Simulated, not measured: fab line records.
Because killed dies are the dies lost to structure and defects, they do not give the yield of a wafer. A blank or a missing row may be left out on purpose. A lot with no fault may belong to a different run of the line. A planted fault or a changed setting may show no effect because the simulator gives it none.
Problem report in the 8D (eight disciplines) form, filled by code ; flow sky130 ; the parts of the form that need people (team, actions taken, sign-off) are left out

1. PROBLEM STATEMENT
spin-speed-rpm at SKY_POLY_CUT_COAT_03 reads a mean of 2857.4 rpm on 6 wafers of 2 lots; wafers without a fault read 2999.6 rpm with a standard deviation of 1.8. Relative to the usual mean, that is a shift of -79 standard deviations.
The step: resist thk 450 nm.
Seen first at day 26 08:00 on litho-track-03, wafer L795.1. Wafers with a number at this step in the record: 33, from 11 lots. The rule behind "out" and "out of limits": a value lying over 4 standard deviations away from the usual mean. All remaining wafers that have a number are taken as sound.

2. WHAT IT IS, WHAT IT ISN'T
question;is;is not
which readings at this step;spin-speed-rpm;-
which lots;L795, L796;L787, L788, L789, L793, L797, L805, L807, L809, L810
which wafers of those lots;all that have a number;-
read on which tools;litho-track-03;litho-track-02
when;from day 26 08:00;"up to then (12 sound wafers); but 15 sound wafers of L797, L805, L807, L809, L810 came after"

3. THE SUSPECTS, EACH WITH WHAT RULES IT OUT
Counting: a tool at any process step up to the reading remains a suspect when it ran all the lots that are out and ran no sound lot after the first of those.
- litho-track-03 at SKY_POLY_CUT_COAT_03 (resist thk 450 nm): ruled out as a lasting fault. Following L795 (day 26 08:00), the first lot on it that is out, the sound lots L807, L805, L809, L810 were run on it.
Left after counting: nothing in the record.

4. THE CAUSE (what the simulator had put in)
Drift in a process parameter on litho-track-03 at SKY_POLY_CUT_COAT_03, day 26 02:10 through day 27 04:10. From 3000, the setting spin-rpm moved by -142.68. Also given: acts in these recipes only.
Counting ruled it out, wrongly.

5. SEQUENCE OF EFFECTS, ordered by route
Each row: a reading whose mean over the struck wafers that have a number lies more than 3 standard deviations from the usual. Readings are gone through only where the record gives a usual standard deviation; hours: the median, over the lots, of the time from a lot's start at the first step in this table giving one to that lot's start at this step; sigmas: the change measured in usual standard deviations.
hours;step;reading;usual;on struck wafers;change;sigmas
0;SKY_POLY_CUT_COAT_03;spin-speed-rpm;2999.6 rpm;2857.4;-142.2;-79
15;SKY_POLY_CUT_STRIP_12;strip-time-to-endpoint-s;5.357 s;5.466;+0.109;+6.1
It contains these process steps:
- SKY_POLY_CUT_COAT_03: resist thk 450 nm.
- SKY_POLY_CUT_STRIP_12: strips in O2/N2.
At these later measuring or inspecting steps, every struck wafer for which the step has a row has a number for every such reading, and none has moved that far: SKY_SD_P_CD_MEAS_07.

6. HOW IT WOULD HAVE BEEN CAUGHT EARLIER
In this record the first reading out of limits was taken at day 26 08:00, 6 hours after the fault began at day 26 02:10.
